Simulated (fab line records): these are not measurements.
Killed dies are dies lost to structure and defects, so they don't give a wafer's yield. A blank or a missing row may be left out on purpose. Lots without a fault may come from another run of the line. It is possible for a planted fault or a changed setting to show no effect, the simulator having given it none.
The tool behind it: which one? || flow gf180mcu || 6 lots, 18 wafers sampled, at 2 steps of a route of 602

== WHAT THE GAUGES READ, wafer by wafer ==
GF_V5_THK_MEAS_01.
{"lot": "L312", "measured": "day 26 21:46", "on": "filmMetro-01", "V5_CVD_00_THK (nm)": "301 299 297"}
{"lot": "L314", "measured": "day 27 16:04", "on": "filmMetro-03", "V5_CVD_00_THK (nm)": "298 297 294"}
{"lot": "L316", "measured": "day 28 11:46", "on": "filmMetro-02", "V5_CVD_00_THK (nm)": "301 300 301"}
{"lot": "L318", "measured": "day 28 22:03", "on": "filmMetro-02", "V5_CVD_00_THK (nm)": "301 304 302"}
{"lot": "L331", "measured": "day 32 11:35", "on": "filmMetro-02", "V5_CVD_00_THK (nm)": "304 303 305"}
{"lot": "L333", "measured": "day 32 23:55", "on": "filmMetro-01", "V5_CVD_00_THK (nm)": "305 303 306"}

== TOOL THAT RAN EACH LOT (tool first, then ch and the chambers of the sampled wafers, then the start) ==
{"lot": "L312", "GF_M5_ETCH_09": "rieDiel-03 ch 0,1,3, day 26 21:01"}
{"lot": "L314", "GF_M5_ETCH_09": "rieDiel-01 ch 0,1,2, day 27 15:20"}
{"lot": "L316", "GF_M5_ETCH_09": "rieDiel-03 ch 0,1, day 28 10:56"}
{"lot": "L318", "GF_M5_ETCH_09": "rieDiel-01 ch 1,2, day 28 21:20"}
{"lot": "L331", "GF_M5_ETCH_09": "rieDiel-01 ch 1,2,3, day 32 10:53"}
{"lot": "L333", "GF_M5_ETCH_09": "rieDiel-03 ch 2,3, day 32 23:11"}
- GF_M5_ETCH_09: etches Si3N4 in CF4/O2, target depth 52 nm, time 11.6 s.

== THE ANSWER, worked out from the rows above alone ==
Rule: what is usual is taken from the lots themselves. The widest of any qualifying gaps counts: lots, ordered by their means at a reading, are off when they make up no more than a third of the lots, leave a main group of 4 or more, and stand apart from it by 3 or more times the standard deviation of that group's means. Not used: any main group whose means are identical at the precision the tables above print for the reading. A lot without any number at a reading at which 4 lots or more have one is off too. Where the step has rows for the other lots, those lots are counted as sound.
None of the lots is off at any reading shown; this tells nothing.

== WHAT THE SIMULATOR HAD INSERTED ==
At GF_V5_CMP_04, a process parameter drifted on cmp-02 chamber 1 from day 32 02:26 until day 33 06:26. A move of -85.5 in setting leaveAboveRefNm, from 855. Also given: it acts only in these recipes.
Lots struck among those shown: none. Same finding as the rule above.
